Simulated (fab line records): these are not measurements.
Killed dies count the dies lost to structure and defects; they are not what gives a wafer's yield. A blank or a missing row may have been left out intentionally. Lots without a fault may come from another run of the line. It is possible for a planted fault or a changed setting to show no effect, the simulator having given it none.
Chamber matching | flow sky130 | SKY_VIA2_CMP_02 on cmp-01: 4 sister chambers
The step polishes SiO2. 8 wafers are shown with their chamber, then 12 later ones without.

WAFERS PAIRED WITH THEIR CHAMBERS
wafer  | chamber | motor current A (A) | slurry flow ml min
L085.3 | 3       | 11.7                | 151.5
L085.4 | 1       | 10.3                | 150.2
L091.2 | 0       | 12.5                | 150.7
L091.3 | 2       | 11.8                | 150.3
L091.6 | 1       | 11.2                | 149.3
L093.1 | 2       | 11.6                | 148.3
L093.3 | 3       | 12.3                | 149.8
L093.4 | 0       | 11.9                | 149.4

WAFERS MISSING THEIR CHAMBER
wafer  | motor current A (A) | slurry flow ml min
L092.1 | 12.0                | 149.3
L092.4 | 11.5                | 150.9
L092.5 | 12.3                | 150.8
L094.2 | 12.9                | 149.8
L094.3 | 12.7                | 150.0
L094.6 | 10.8                | 150.0
L096.2 | 11.5                | 150.1
L096.3 | 10.7                | 150.1
L096.5 | 12.6                | 150.4
L097.1 | 12.1                | 150.5
L097.2 | 11.9                | 150.1
L097.3 | 12.4                | 149.3

CHAMBER TAKEN BY EACH
wafer  | from the rows above               | in truth
L092.1 | can't be placed: 2 or 0 or 3      | 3
L092.4 | can't be placed: 3 or 2 or 0 or 1 | 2
L092.5 | can't be placed: 3 or 0 or 2      | 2
L094.2 | can't be placed: 0 or 3 or 2      | 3
L094.3 | can't be placed: 0 or 3 or 2      | 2
L094.6 | can't be placed: 1 or 2           | 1
L096.2 | can't be placed: 2 or 3 or 0 or 1 | 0
L096.3 | 1                                 | 1
L096.5 | can't be placed: 0 or 3 or 2      | 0
L097.1 | can't be placed: 3 or 0 or 2      | 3
L097.2 | can't be placed: 3 or 0 or 2      | 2
L097.3 | can't be placed: 0 or 3 or 2      | 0
1 of 12 placed correctly. From these rows, 11 cannot be placed; in 11 the true chamber is one of the candidates. Placed wrongly: 0.
How it was worked out, from the rows above alone: a wafer's distance from a chamber is the root of the sum, over the readings, of the square of ((its reading less the chamber's mean) divided by the reading's scatter). If the next closest chamber is less than 2 further off than the closest, the wafer can't be placed; otherwise it belongs to the closest. For every chamber, the mean is computed from those of its wafers that are shown. The scatter: take each reading less its chamber's mean, square it, sum over the shown wafers, divide by the number of wafers less the number of chambers, and take the root.
